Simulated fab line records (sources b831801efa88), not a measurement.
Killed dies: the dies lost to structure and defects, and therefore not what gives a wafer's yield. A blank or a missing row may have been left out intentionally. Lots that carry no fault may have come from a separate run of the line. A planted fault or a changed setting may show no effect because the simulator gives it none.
A struck lot beside a sound one + flow sky130 + 14 out of 708 route steps
Sound: wafers L663.1, L663.2, L663.3. Wafers L665.1, L665.3, L665.6 were the ones struck. The cause is given at the end.
Per side, at each step with rows, come the tool, then ch with its chambers, and then its first start. Under that, the readings that differ: sound wafers + struck wafers + difference of the means + sigmas: that difference in standard deviations of wafers without a fault.
alike: same words and numbers on both sides, and readings whose means sit less than 2 such deviations apart. not compared: any withheld reading, any reading some wafer has no value for, any bound like >300 that may hide the same value, and any number with overlapping values for which the record gives no deviation.
A row with sigmas, a row that says differs or no value, or rows on one side alone: a step with any of these is where the two part. When numbers do not overlap yet have no deviation, they are printed without sigmas and do not part them. A reading that every wafer of one side lacks parts them only if that side has two wafers or more.

first, 3 steps without rows for these wafers: SKY_FIELD_ISO_EXPOSE_10 (exposes mask FOM, target cd 150 nm); SKY_FIELD_ISO_PEB_11; SKY_FIELD_ISO_DEVELOP_12 (develop time 60 s).
SKY_FIELD_ISO_CD_MEAS_13: the cd target is 150 nm.
  sound: cd-sem-02 at day 4 20:42; struck: cd-sem-02 at day 5 08:29
  alike: cd-nm
SKY_FIELD_ISO_ETCH_14: etches BARC in N2/H2, stops on SiO2, time 46.75 s, target depth 60 nm.
  sound on rie-diel-04 ch 0,2,3, day 4 20:49; struck on rie-diel-01 ch 1,2,3, day 5 08:36
  alike: drypump-motor-current-A, oes-product-au, throttle-valve-pct
  not compared: rf-hours-counter-h
SKY_FIELD_ISO_ETCH_15: etches the open film in CHF3/O2, stops on Si, target depth 180 nm, time 72 s.
  sound on rie-diel-04 ch 0,2,3, day 4 20:52; struck on rie-diel-01 ch 1,2,3, day 5 08:38
  alike: drypump-motor-current-A, oes-product-au, throttle-valve-pct
  not compared: rf-hours-counter-h
SKY_FIELD_ISO_STRIP_16: strips in O2/N2.
  sound on plasma-asher-04 ch 0,1, day 4 20:55; struck on plasma-asher-01 ch 0,1, day 5 08:42
| reading                      | sound          | struck         | difference | sigmas |
|------------------------------|----------------|----------------|------------|--------|
| strip-time-to-endpoint-s (s) | 3.53 3.54 3.53 | 3.55 3.63 3.66 | +0.08      | +2     |
  alike: drypump-motor-current-A, o2-flow-sccm, oes-product-au
  not compared: rf-hours-counter-h
SKY_FIELD_ISO_ETCH_17: etches Si in HBr/Cl2/O2, target depth 342 nm, time 97.7 s.
  sound on rie-si-02 ch 0,1,3, day 4 21:01; struck on rie-si-01 ch 0,1,3, day 5 08:48
  alike: drypump-motor-current-A, oes-product-au, throttle-valve-pct
  not compared: rf-hours-counter-h
then, 4 steps without rows for these wafers: SKY_FIELD_ISO_WET_ETCH_18 (etches Si3N4 in H3PO4, target depth 25 nm, time 286 s); SKY_FIELD_ISO_CLEAN_19 (cleans in SC1/SC2, time 150 s); SKY_FIELD_ISO_CLEAN_20 (cleans in dHF, time 20 s); SKY_FIELD_ISO_WET_ETCH_21 (etches SiO2 in dHF, target depth 20 nm, time 400 s).
SKY_FIELD_ISO_OXIDATION_22: stabilise 600 s, purge 300 s, target thk 10 nm.
  sound on furnace-01 ch 0, day 4 21:22; struck on furnace-02, day 5 10:39
  no value came back on the struck wafers for any of 5 readings (ox-temp-c (C), ox-temp-c-max and others); on the sound wafers ox-temp-c (C) reads 950.2 950.9 950.6
then, 1 step without rows for these wafers: SKY_FIELD_ISO_CVD_24 (deposits SiO2, target thk 595 nm, time 99.2 s).

WHERE THEY PART
At SKY_FIELD_ISO_STRIP_16 first; at SKY_FIELD_ISO_OXIDATION_22 last (within this record only).

WHY: the cause the simulator had injected
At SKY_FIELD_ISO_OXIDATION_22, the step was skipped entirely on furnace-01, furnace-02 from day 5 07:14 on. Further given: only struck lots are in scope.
